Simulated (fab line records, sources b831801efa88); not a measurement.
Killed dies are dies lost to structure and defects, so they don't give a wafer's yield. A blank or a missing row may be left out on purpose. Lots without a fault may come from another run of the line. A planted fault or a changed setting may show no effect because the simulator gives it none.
One fault seen from 2 desks | flow gf180mcu | each desk has only its own numbers; what lay behind them comes last

THE METROLOGY DESK
What the gauges read, lot by lot, whatever tool the lot ran on: means of the sampled wafers that have a number. A lot is out of limits, marked OUT, if its mean lies more than 4 standard deviations from the usual mean; the brackets give that distance.
Columns: A = DUAL_GATE_OXIDATION_00_THK at GF_DUAL_GATE_THK_MEAS_03, usual 10.84 nm; B = DUAL_GATE_OVL at GF_DUAL_GATE_OVL_MEAS_11, usual 0.1 nm; C = POLY_GATE_CVD_00_THK at GF_POLY_GATE_THK_MEAS_01, usual 199.6 nm; D = cd_nm at GF_POLY_GATE_CD_MEAS_10, usual 280.1 nm; E = POLY_GATE_OVL at GF_POLY_GATE_OVL_MEAS_11, usual 1 nm
lot  | first seen here | A     | B    | C     | D     | E
L568 | day 8 22:14     | 10.60 | 1.0  | 198.0 | 279.9 | -5
L570 | day 9 16:59     | 10.75 | 0.0  | 201.4 | 280.2 | 5
L571 | day 9 18:39     | 11.07 | 1.0  | 199.6 | 278.0 | 6
L573 | day 10 11:25    | 10.37 | 0.3  | 201.7 | 280.8 | -1
L581 | day 12 23:17    | 11.15 | 0.4  | 197.7 | 280.5 | 13
L582 | day 12 23:20    | 11.11 | -0.3 | 198.8 | 280.6 | -6
L584 | day 13 15:32    | 10.88 | 2.0  | 200.6 | 279.6 | 6
This desk's finding: nothing out of limits on any of the 7 lots.

THE TOOL OWNER'S DESK: furnace-01
The tool's own readings at GF_DUAL_GATE_OXIDATION_15 (stabilise 600 s, purge 300 s, target thk 7.098 nm): means of the sampled wafers that have a number, for each lot that ran on this tool. A lot is out of limits, marked OUT, if its mean lies more than 4 standard deviations from the usual mean; the brackets give that distance.
Columns: A = spike_tc_upper_C at GF_DUAL_GATE_OXIDATION_15, usual 850.1 C; B = zone_power_bottom_pct at GF_DUAL_GATE_OXIDATION_15, usual 27.2 %
lot  | first seen here | A     | B
L568 | day 9 16:59     | 849.3 | 28.1
L570 | day 10 11:25    | 850.1 | 28.2
L571 | day 10 12:58    | 849.9 | 28.2
L573 | day 11 06:46    | 850.4 | 28.2
L581 | day 13 23:56    | 850.0 | 28.2
L582 | day 13 23:56    | 850.4 | 28.3
This desk's finding: nothing out of limits on any of the 6 lots.

PUT TOGETHER
The metrology desk saw nothing out of limits.
The tool owner's desk saw nothing out of limits.

WHAT THE SIMULATOR HAD PUT IN
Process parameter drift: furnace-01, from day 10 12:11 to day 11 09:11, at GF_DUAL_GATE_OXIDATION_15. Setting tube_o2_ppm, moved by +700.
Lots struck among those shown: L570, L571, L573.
